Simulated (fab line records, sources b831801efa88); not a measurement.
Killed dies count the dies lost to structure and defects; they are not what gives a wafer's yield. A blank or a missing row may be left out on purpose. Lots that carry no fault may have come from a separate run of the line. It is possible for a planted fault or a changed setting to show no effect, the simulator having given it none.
Which tool was responsible? | flow sky130 | 11 lots with 33 wafers sampled at 2 steps, on a route of 708 steps

== WHAT THE GAUGES SHOWED, per wafer ==
SKY_METAL2_RS_MEAS_05: the measuring method here is four-point-probe.
lot  | measured     | on            | METAL2_ALCU_RS (ohm/sq)
L632 | day 34 22:09 | film-metro-02 | 0.1263 0.1230 0.1256
L631 | day 34 18:33 | film-metro-02 | 0.1241 0.1255 0.1256
L634 | day 35 02:38 | film-metro-03 | 0.1273 0.1275 0.1278
L635 | day 35 13:31 | film-metro-03 | 0.1272 0.1274 0.1264
L636 | day 35 09:03 | film-metro-03 | 0.1257 0.1245 0.1255
L637 | day 36 16:13 | film-metro-02 | 0.1262 0.1256 0.1266
L643 | day 38 00:49 | film-metro-02 | 0.1267 0.1688 0.1267
L644 | day 38 02:38 | film-metro-01 | 0.1679 0.1701 0.1245
L649 | day 39 15:55 | film-metro-03 | 0.1257 0.1248 0.1250
L651 | day 40 05:47 | film-metro-01 | 0.1300 0.1266 0.1287
L654 | day 40 17:46 | film-metro-03 | 0.1263 0.1264 0.1253

== EACH LOT AND THE TOOL THAT RAN IT (in order: tool; ch and the chambers of the sampled wafers; start) ==
lot  | SKY_METAL2_SPUTTER_02
L632 | pvd-sputter-03, day 34 22:01
L631 | pvd-sputter-03, day 34 18:25
L634 | pvd-sputter-01, day 35 02:33
L635 | pvd-sputter-01, day 35 13:23
L636 | pvd-sputter-01, day 35 08:57
L637 | pvd-sputter-02, day 36 16:06
L643 | pvd-sputter-03, day 38 00:43
L644 | pvd-sputter-03, day 38 02:32
L649 | pvd-sputter-01, day 39 15:49
L651 | pvd-sputter-02, day 40 05:40
L654 | pvd-sputter-01, day 40 17:41
- SKY_METAL2_SPUTTER_02: material AlCu, target thk 250 nm, time 13.3 s.

== THE ANSWER, worked out from the rows above alone ==
Rule: usual is defined by the lots themselves. The widest of any qualifying gaps counts: lots, ordered by their means at a reading, are off when they make up no more than a third of the lots, leave a main group of 4 or more, and stand apart from it by 3 or more times the standard deviation of that group's means. Not used: any main group whose means are identical at the precision the tables above print for the reading. Also off: a lot with no number at a reading for which 4 or more lots have one. Where the step has rows for the other lots, those lots are counted as sound.
Off: at SKY_METAL2_RS_MEAS_05 (METAL2_ALCU_RS), L643, L644. Main group: mean 0.1262 ohm/sq, sd 0.0012.
A tool fits if, at a process step before that reading, it ran every lot that is off, and no sound lot after the first of them. Gauges at SKY_METAL2_RS_MEAS_05: tried the same way as those tools. One candidate fits, namely pvd-sputter-03 at SKY_METAL2_SPUTTER_02. Its last sound lot is L632 (day 34 22:01), its first lot that is off L643 (day 38 00:43): a fault that began between those two fits.

== WHAT THE SIMULATOR PUT IN ==
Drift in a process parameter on pvd-sputter-03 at SKY_METAL2_SPUTTER_02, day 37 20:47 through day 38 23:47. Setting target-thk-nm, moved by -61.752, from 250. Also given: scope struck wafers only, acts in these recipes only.
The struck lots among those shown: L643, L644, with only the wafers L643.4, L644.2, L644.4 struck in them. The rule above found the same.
